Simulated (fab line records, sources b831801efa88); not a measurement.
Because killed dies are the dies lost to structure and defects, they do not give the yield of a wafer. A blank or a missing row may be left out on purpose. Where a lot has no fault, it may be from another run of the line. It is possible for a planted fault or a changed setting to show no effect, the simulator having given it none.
Which tool was responsible?    flow sky130    Sampling: 12 lots, 36 wafers, 4 of 708 route steps

== WHAT THE GAUGES READ, wafer by wafer ==
SKY_VT_ADJUST_PCH_OVL_MEAS_07.
lot   measured      on          VT_ADJUST_PCH_OVL (nm)
L917  day 11 10:39  overlay-01  1.9 1.9 1.6
L920  day 12 11:36  overlay-01  0.3 1.2 2.0
L921  day 12 17:20  overlay-02  1.0 0.5 0.1
L925  day 14 00:59  overlay-01  -0.5 0.1 0.3
L926  day 14 06:48  overlay-02  -1.3 0.5 0.3
L927  day 14 14:58  overlay-01  1.6 0.9 2.0
L928  day 14 21:47  overlay-02  -2.0 -0.2 -1.0
L929  day 15 12:00  overlay-01  3.4 1.9 2.4
L930  day 15 19:50  overlay-01  -0.7 1.7 -1.4
L931  day 15 22:20  overlay-02  2.8 0.1 2.0
L934  day 16 20:20  overlay-01  3.1 0.4 1.5
L937  day 18 11:45  overlay-02  1.1 1.8 0.5

SKY_GATE_OXIDE_OVL_MEAS_10.
lot   measured      on          GATE_OXIDE_OVL (nm)
L917  day 15 01:16  overlay-02  2.2 1.8 2.2
L920  day 16 03:14  overlay-02  -2.2 -1.1 -1.7
L921  day 16 15:50  overlay-02  0.9 1.5 0.9
L925  day 17 18:26  overlay-01  -2.3 0.1 -0.1
L926  day 18 03:02  overlay-02  2.1 1.9 3.9
L927  day 18 14:53  overlay-02  -2.0 -2.2 -2.0
L928  day 18 20:36  overlay-02  -0.9 -2.5 -3.0
L929  day 19 12:50  overlay-02  113.4 116.2 116.0
L930  day 19 18:49  overlay-02  0.2 4.2 1.1
L931  day 19 23:32  overlay-02  0.6 -0.8 0.7
L934  day 20 22:50  overlay-02  116.5 119.0 119.4
L937  day 22 16:04  overlay-01  1.2 0.6 1.2

SKY_GATE_OXIDE_TW_MEAS_14.
lot   measured      on             GATE_OXIDE_TW
L917  day 15 01:39  film metro-04  226.8 226.2 228.1
L920  day 16 03:40  film metro-01  222.5 223.3 224.2
L921  day 16 16:14  film metro-01  222.0 222.5 222.5
L925  day 17 18:50  film metro-01  224.5 224.1 222.2
L926  day 18 03:26  film metro-03  224.2 223.6 223.7
L927  day 18 15:17  film metro-01  222.4 223.1 222.5
L928  day 18 20:59  film metro-01  224.0 222.2 224.2
L929  day 19 13:14  film metro-01  223.0 224.5 223.1
L930  day 19 19:13  film metro-04  226.2 226.8 227.3
L931  day 19 23:56  film metro-01  223.4 224.1 223.4
L934  day 20 23:13  film metro-04  226.8 225.6 226.5
L937  day 22 16:28  film metro-03  223.1 224.3 222.8

== WHICH TOOL RAN EACH LOT (tool, then ch and the chambers of the sampled wafers, then the start) ==
lot   SKY_GATE_OXIDE_EXPOSE_07
L917  iline stepper-02 ch 0, day 14 12:08
L920  iline stepper-01 ch 0, day 15 13:55
L921  iline stepper-01 ch 0, day 16 01:59
L925  iline stepper-02 ch 0, day 17 04:08
L926  iline stepper-01 ch 0, day 17 12:22
L927  iline stepper-01 ch 0, day 17 23:58
L928  iline stepper-01 ch 0, day 18 05:48
L929  iline stepper-01 ch 0, day 18 21:14
L930  iline stepper-02 ch 0, day 19 03:27
L931  iline stepper-02 ch 0, day 19 07:12
L934  iline stepper-01 ch 0, day 20 07:58
L937  iline stepper-02 ch 0, day 22 00:28
- SKY_GATE_OXIDE_EXPOSE_07: exposes mask LVOM, target cd 600 nm.

== WHAT THE TOOLS THEMSELVES READ (means of the sampled wafers that have a number; where no wafer has one, the mark that the record gives instead) ==
SKY_GATE_OXIDE_EXPOSE_07.
lot   tool              stage vel mm s (mm/s)
L917  iline stepper-02  499.65
L920  iline stepper-01  500.04
L921  iline stepper-01  499.84
L925  iline stepper-02  500.39
L926  iline stepper-01  500.05
L927  iline stepper-01  499.78
L928  iline stepper-01  499.82
L929  iline stepper-01  499.69
L930  iline stepper-02  500.14
L931  iline stepper-02  499.79
L934  iline stepper-01  499.90
L937  iline stepper-02  500.02

== THE ANSWER, worked out from the rows above alone ==
Rule: usual is defined by the lots themselves. Put in order of their means at a reading, lots are off if they are a third of the lots or fewer, leave a main group of 4 or more, and stand apart from it by a gap of 3 or more times the standard deviation of the main group's means; of several such gaps the widest counts. Not used: any main group whose means are identical at the precision the tables above print for the reading. A lot without any number at a reading at which 4 lots or more have one is off too. The other lots that the step has rows for count as sound. First the gauges in route order, then the tools' own readings, where a lot's mean is used as printed above. The first step at which some lot is off is used, and at that step the reading that is off furthest; a lot without a number counts as furthest.
Off: at SKY_GATE_OXIDE_OVL_MEAS_10 (GATE_OXIDE_OVL), L929, L934. Mean 0.2 nm and standard deviation 1.7 in the main group.
A tool fits if, at a process step before that reading, it ran every lot that is off, and no sound lot after the first of them. Those tools and the gauges at SKY_GATE_OXIDE_OVL_MEAS_10 are tried in the same way. One fits: SKY_GATE_OXIDE_EXPOSE_07 on iline stepper-01. A fault onset in the window from L928 (day 18 05:48, its last sound lot) to L929 (day 18 21:14, its first lot off) fits.

== WHAT THE SIMULATOR HAD PUT IN ==
Scanner matching overlay: iline stepper-01, from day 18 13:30 on, at SKY_GATE_OXIDE_EXPOSE_07. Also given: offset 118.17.
Shown lots that were struck: L929, L934. The rule given above showed the same thing.
